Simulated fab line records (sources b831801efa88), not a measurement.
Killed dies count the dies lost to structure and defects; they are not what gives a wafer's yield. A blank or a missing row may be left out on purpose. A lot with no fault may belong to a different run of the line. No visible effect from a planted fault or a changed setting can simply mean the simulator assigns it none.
A lot that was struck, set against a sound lot	flow gf180mcu	17 out of 602 route steps
Sound: these wafers, L916.1, L916.3, L916.5. Struck: wafer L919.5 (L919.3, L919.6, from the same lot, were not struck and are left out); the cause is given at the end.
Each step with rows lists, per side, the tool, then ch with its chambers, then its first start. Under that, the readings that differ: sound wafers	struck wafers	difference of the means	sigmas: that difference in standard deviations of wafers without a fault.
alike: readings whose means differ by less than 2 such deviations, and words and numbers that are the same on both sides. not compared: withheld readings, readings that some wafer has no value for, bounds like >300 that may hide the same value, and numbers for which the record gives no deviation and whose values overlap.
Wherever a step has rows on one side only, a row that says differs or no value, or a row with sigmas, the two part there. Non-overlapping numbers with no deviation appear without sigmas and do not part them. Lack of a reading on every wafer of one side parts them only where that side has two or more wafers.

first, 3 steps without rows for these wafers: GF_V2_EXPOSE_11 (exposes mask Via2, target cd 260 nm); GF_V2_PEB_12 (peb time 90 s); GF_V2_DEVELOP_13 (develop time 60 s).
GF_V2_CD_MEAS_14 targets a cd of 260 nm.
  struck on cd_sem-02, day 22 04:41; sound on cd_sem-02, day 21 04:02
  alike: cd_nm
GF_V2_OVL_MEAS_15:
  struck on overlay-01, day 22 04:46; sound on overlay-01, day 21 04:10
  alike: V2_OVL
GF_V2_ETCH_16: etches BARC in N2/H2.
  sound on rie_diel-01 ch 2,3, day 21 04:12; struck on rie_diel-04 ch 2, day 22 04:47
  alike: drypump_motor_current_A, h2_flow_sccm, oes_product_au, throttle_valve_pct
then, 1 step without rows for these wafers: GF_V2_ETCH_17 (etches SiO2 in C4F8/O2/Ar, stops on TiN, target depth 630 nm).
GF_V2_STRIP_18: strips in O2/N2.
  sound on plasma_asher-02 ch 0,1, day 21 04:20; struck on plasma_asher-01 ch 1, day 22 04:58
reading	sound	struck	difference	sigmas
oes_product_au (a.u.)	0.576 0.588 0.586	0.594	+0.011	+2
  alike: drypump_motor_current_A, heater_power_w
  not compared: rf_hours_counter_h
then, 2 steps without rows for these wafers: GF_V2_STRIP_19 (strips in post etch residue remover, time 1200 s); GF_V2_CLEAN_20 (cleans in DIW).
GF_V2_SPUTTER_21: material Ti, target thk 15 nm, time 80.02 s.
  struck on pvd_sputter-01, day 22 05:28; sound on pvd_sputter-03, day 21 04:52
reading	sound	struck	difference	sigmas
chamber_pressure_pa (Pa)	5.001 5.004 5.004	4.981	-0.022	-2
  alike: throttle_valve_pct
GF_V2_SPUTTER_22: material TiN, target thk 10 nm, time 40 s.
  struck on pvd_sputter-01, day 22 05:31; sound on pvd_sputter-03, day 21 04:55
  alike: chamber_pressure_pa, throttle_valve_pct
GF_V2_CVD_23: deposits W, target thk 350 nm, time 104.94 s.
  sound on cvd_w-02 ch 0, day 21 04:58; struck on cvd_w-02 ch 0, day 22 05:35
reading	sound	struck	difference	sigmas
chamber_pressure_Torr (Torr)	39.84 40.02 40.00	31.53	-8.42	-97
model.W_of_V2_CVD_23.thk_nm (nm)	361.2 360 358.7	312.6	-47.4	
  alike: heater_power_outer_w, heater_power_w
GF_V2_RS_MEAS_24: a four-point-probe measurement.
  struck on film_metro-02, day 22 05:43; sound on film_metro-03, day 21 05:05
reading	sound	struck	difference	sigmas
V2_W_RS (ohm/sq)	0.316 0.317 0.318	0.367	+0.050	+10
GF_V2_THK_MEAS_25: measures by xrf.
  struck on film_metro-02, day 22 05:49; sound on film_metro-03, day 21 05:12
reading	sound	struck	difference	sigmas
V2_W_THK (nm)	340 338 338	302	-37	-7
GF_V2_CMP_26: polishes, stops on SiO2, t overpolish 15 s, target thk 0 nm.
  sound on cmp-01 ch 1,3, day 21 05:16; struck on cmp-01 ch 3, day 22 05:51
  alike: motor_current_A
next, for these wafers, 1 step has no rows: GF_PASSIVATION_PROBE_99.

WHERE THEY PART
At GF_V2_STRIP_18 first; at GF_V2_THK_MEAS_25 last (within this record only). Later steps at which nothing parts them and some readings are alike: GF_V2_CMP_26.

WHY: what the simulator had put in
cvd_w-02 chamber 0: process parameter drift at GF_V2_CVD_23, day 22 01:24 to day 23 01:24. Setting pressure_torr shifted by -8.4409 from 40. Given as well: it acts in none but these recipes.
